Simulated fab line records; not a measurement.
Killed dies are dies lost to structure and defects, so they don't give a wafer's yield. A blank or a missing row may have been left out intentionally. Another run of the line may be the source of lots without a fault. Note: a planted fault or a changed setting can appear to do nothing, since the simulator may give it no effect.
A lot that was struck, set against a sound lot / flow sky130 / 22 out of 708 route steps
Sound: wafers L610.2, L610.3, L610.6. The struck wafers were L602.2, L602.3, L602.6. The cause is named last.
Each step with rows lists, per side, the tool, then ch with its chambers, then its first start. Under that, the readings that differ: sound wafers / struck wafers / difference of the means / sigmas: that difference in standard deviations of wafers without a fault.
alike: readings with means less than 2 such deviations apart, plus words and numbers identical on both sides. not compared: withheld readings, readings lacking a value on some wafer, bounds such as >300 that could conceal the same value, and numbers that have no deviation in the record and whose values overlap.
The two part at a step that has a row with sigmas, a row that says differs or no value, or rows on one side only. When numbers do not overlap yet have no deviation, they are printed without sigmas and do not part them. Lack of a reading on every wafer of one side parts them only where that side has two or more wafers.

SKY_CONTACT_CMP_27: polishes, stops on SiO2, t overpolish 15 s, target thk 0 nm.
  sound on cmp-01 ch 0,1,3, day 38 02:04; struck on cmp-02 ch 2,3, day 35 18:35
  alike: motorCurrentA, overpolishRunS, timeToEndpointS
SKY_METAL1_SPUTTER_00: material Ti, target thk 15 nm, time 10 s.
  sound on pvdSputter-04 at day 38 02:19; struck on pvdSputter-04 at day 35 18:53
  alike: cathodeDcPowerW, throttleValvePct
SKY_METAL1_SPUTTER_01: material TiN, target thk 20 nm, time 16.7 s.
  sound on pvdSputter-04 at day 38 02:20; struck on pvdSputter-04 at day 35 18:54
  alike: cathodeDcPowerW, throttleValvePct
SKY_METAL1_SPUTTER_02: material AlCu, target thk 250 nm, time 13.3 s.
  sound on pvdSputter-04 at day 38 02:22; struck on pvdSputter-04 at day 35 18:56
  alike: cathodeDcPowerW, throttleValvePct
then, 2 steps without rows for these wafers: SKY_METAL1_SPUTTER_03 (material Ti, target thk 5 nm, time 3.3 s); SKY_METAL1_SPUTTER_04 (material TiN, target thk 70 nm, time 58.3 s).
SKY_METAL1_RS_MEAS_05: uses a four-point probe to measure.
  sound on filmMetro-03 at day 38 02:28; struck on filmMetro-03 at day 35 19:02
  alike: METAL1_ALCU_RS
SKY_METAL1_THK_MEAS_06: measures by xrf.
  sound on filmMetro-03 at day 38 02:35; struck on filmMetro-03 at day 35 19:09
  alike: METAL1_ALCU_THK
then, 4 steps without rows for these wafers: SKY_METAL1_DEHYDRATE_07 (time 60 s); SKY_METAL1_HMDS_08 (prime time 60 s); SKY_METAL1_COAT_09 (resist thk 60 nm); SKY_METAL1_COAT_10 (resist thk 450 nm).
SKY_METAL1_SOFTBAKE_11: time 90 s.
  sound on lithoTrack-01 ch 0, day 38 15:00; struck on lithoTrack-01 ch 0, day 36 07:00
reading=heaterPowerTotalW (W); sound=57.41 57.32 57.31; struck=61.07 60.72 60.83; difference=+3.53; sigmas=+32
reading=plateTempC (C); sound=99.85 99.81 99.92; struck=104.47 104.49 104.40; difference=+4.59; sigmas=+31
reading=model.KrF-thick_of_METAL1_COAT_10.thkNm (nm); sound=450.2 450.6 449.9; struck=447.6 447.1 448; difference=-2.7; sigmas=
then, 3 steps without rows for these wafers: SKY_METAL1_EXPOSE_12 (exposes mask MM1, target cd 140 nm); SKY_METAL1_PEB_13; SKY_METAL1_DEVELOP_14 (develop time 60 s).
SKY_METAL1_CD_MEAS_15: the cd target is 140 nm.
  sound on cdSem-02 at day 39 03:55; struck on cdSem-02 at day 36 20:19
reading=cdNm (nm); sound=140.5 142.6 143.6; struck=137.9 137.5 137.3; difference=-4.7; sigmas=-3
SKY_METAL1_OVL_MEAS_16:
  sound on overlay-01 at day 39 04:02; struck on overlay-01 at day 36 20:26
reading=METAL1_OVL (nm); sound=-2 -13 -1; struck=9 10 13; difference=+16; sigmas=+3
SKY_METAL1_DESCUM_17: chemistry O2, time 8 s.
  sound on rieMetal-01 ch 0,1, day 39 04:04; struck on rieMetal-01 ch 0,1, day 36 20:28
reading=model.METAL1.cdNm (nm); sound=140.5 142.3 143.4; struck=137.2 137.2 137.3; difference=-4.8; sigmas=
  alike: drypumpMotorCurrentA, oesProductAu
  not compared: rfHoursCounterH
SKY_METAL1_ETCH_18: etches BARC in N2/H2, stops on SiO2, time 45.9 s, target depth 60 nm.
  sound on rieMetal-01 ch 0,1, day 39 04:05; struck on rieMetal-01 ch 0,1, day 36 20:29
reading=model.KrF-thick_of_METAL1_COAT_10.thkNm (nm); sound=392.1 392.6 391.9; struck=389.9 389.2 390; difference=-2.5; sigmas=
reading=model.METAL1.cdNm (nm); sound=140.3 142 143.2; struck=137.8 137 137.6; difference=-4.4; sigmas=
  alike: drypumpMotorCurrentA, oesProductAu, throttleValvePct
  not compared: rfHoursCounterH
SKY_METAL1_METAL_ETCH_19: etches the open film in Cl2/BCl3, stops on SiO2, target depth 360 nm, time 78 s.
  sound on rieMetal-01 ch 0,1, day 39 04:09; struck on rieMetal-01 ch 0,1, day 36 20:33
  alike: bcl3FlowSccm, drypumpMotorCurrentA, oesProductAu, throttleValvePct
  not compared: rfHoursCounterH
-- the record jumps here: 12 days lie between the struck wafers' starts before and after (it left off in module METAL1 and takes up again in module PAD_OPEN, whose first step shown is number 708 of the route) --
SKY_PAD_OPEN_PROBE_99:
  sound on prober-01 at day 50 11:20; struck on prober-01 at day 48 22:04
  alike: defectLimitedYield, killed_at_M0_to_M3, killed_at_M4_up, killedAtContacts, killedAtFrontEnd, killedAtOther, killedDies, killedOpen, killedShort, sort_bin_3_pad_short, sort_bin_5_function, sort_bin_6_memory, sortNPass, sortYieldPct

## WHERE THEY PART
At SKY_METAL1_SOFTBAKE_11 first; at SKY_METAL1_OVL_MEAS_16 last (within this record only). Later steps at which nothing parts them and some readings are alike: SKY_METAL1_DESCUM_17, SKY_METAL1_ETCH_18, SKY_METAL1_METAL_ETCH_19, SKY_PAD_OPEN_PROBE_99.

WHY: the cause the simulator had injected
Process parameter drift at SKY_METAL1_SOFTBAKE_11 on lithoTrack-01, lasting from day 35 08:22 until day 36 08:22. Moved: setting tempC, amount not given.
